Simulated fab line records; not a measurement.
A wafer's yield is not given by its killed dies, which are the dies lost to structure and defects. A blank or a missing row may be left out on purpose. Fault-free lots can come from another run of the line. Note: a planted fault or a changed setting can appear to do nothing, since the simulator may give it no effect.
Comparing a struck lot with a sound one | flow gf180mcu | 14 steps out of a route of 602
Sound: these wafers, L693.1, L693.4, L693.6. The struck wafers were L699.1, L699.5, L699.6. The cause is given at the end.
For every step that has rows: the tool of each side, followed by ch and its chambers, followed by its first start. Under that, the readings that differ: sound wafers | struck wafers | difference of the means | sigmas: that difference in standard deviations of wafers without a fault.
alike: readings whose means differ by less than 2 such deviations, and words and numbers that are the same on both sides. not compared: withheld readings, readings that some wafer has no value for, bounds like >300 that may hide the same value, and numbers for which the record gives no deviation and whose values overlap.
A row with sigmas, a row that says differs or no value, or rows on one side alone: a step with any of these is where the two part. When numbers do not overlap yet have no deviation, they are printed without sigmas and do not part them. Lack of a reading on every wafer of one side parts them only where that side has two or more wafers.

first, 1 step without rows for these wafers: GF_MVSD_DEVELOP_06 (develop time 60 s).
GF_MVSD_OVL_MEAS_07:
  sound on overlay-02, day 7 16:01; struck on overlay-01, day 8 23:41
  alike: MVSD_OVL
then, 2 steps without rows for these wafers: GF_MVSD_IMPLANT_08; GF_MVSD_IMPLANT_09.
GF_MVSD_STRIP_10: strips in O2/N2.
  sound on plasma asher-01 ch 0,1, day 7 16:22; struck on plasma asher-03 ch 0,1, day 9 00:01
  alike: drypump motor current A, heater power w, o2 flow sccm, oes product au, strip time to endpoint s
  not compared: rf hours counter h
GF_MVSD_TW_MEAS_11:
  sound on film metro-04, day 7 16:28; struck on film metro-03, day 9 00:07
  reading | sound          | struck         | difference | sigmas
  MVSD_TW | 1564 1570 1569 | 1611 1618 1601 | +42        | +2
then, 6 steps without rows for these wafers: GF_MVPSD_DEHYDRATE_00 (time 60 s); GF_MVPSD_HMDS_01 (prime time 60 s); GF_MVPSD_COAT_02 (resist thk 3000 nm); GF_MVPSD_SOFTBAKE_03; GF_MVPSD_EXPOSE_04 (exposes mask MVPSD, target cd 1000 nm); GF_MVPSD_PEB_05.
GF_MVPSD_DEVELOP_06: develop time 60 s.
  struck on litho track-03, day 9 16:00; sound on litho track-02 ch 0, day 8 08:00
  no value came back on the struck wafers for chill plate temp C (C), develop time s (s), developer temp C (C), exhaust pa (Pa); on the sound wafers chill plate temp C (C) reads 23.01 23.10 23.13
GF_MVPSD_OVL_MEAS_07:
  sound on overlay-02, day 8 08:42; struck on overlay-02, day 9 16:34
  reading        | sound         | struck | difference                    | sigmas
  MVPSD_OVL (nm) | 0.3 -0.8 -0.9 | - - -  | no value on the struck wafers |

WHERE THEY PART
Earliest at GF_MVSD_TW_MEAS_11; latest, in this record, at GF_MVPSD_OVL_MEAS_07.

WHY: whatever the simulator had introduced
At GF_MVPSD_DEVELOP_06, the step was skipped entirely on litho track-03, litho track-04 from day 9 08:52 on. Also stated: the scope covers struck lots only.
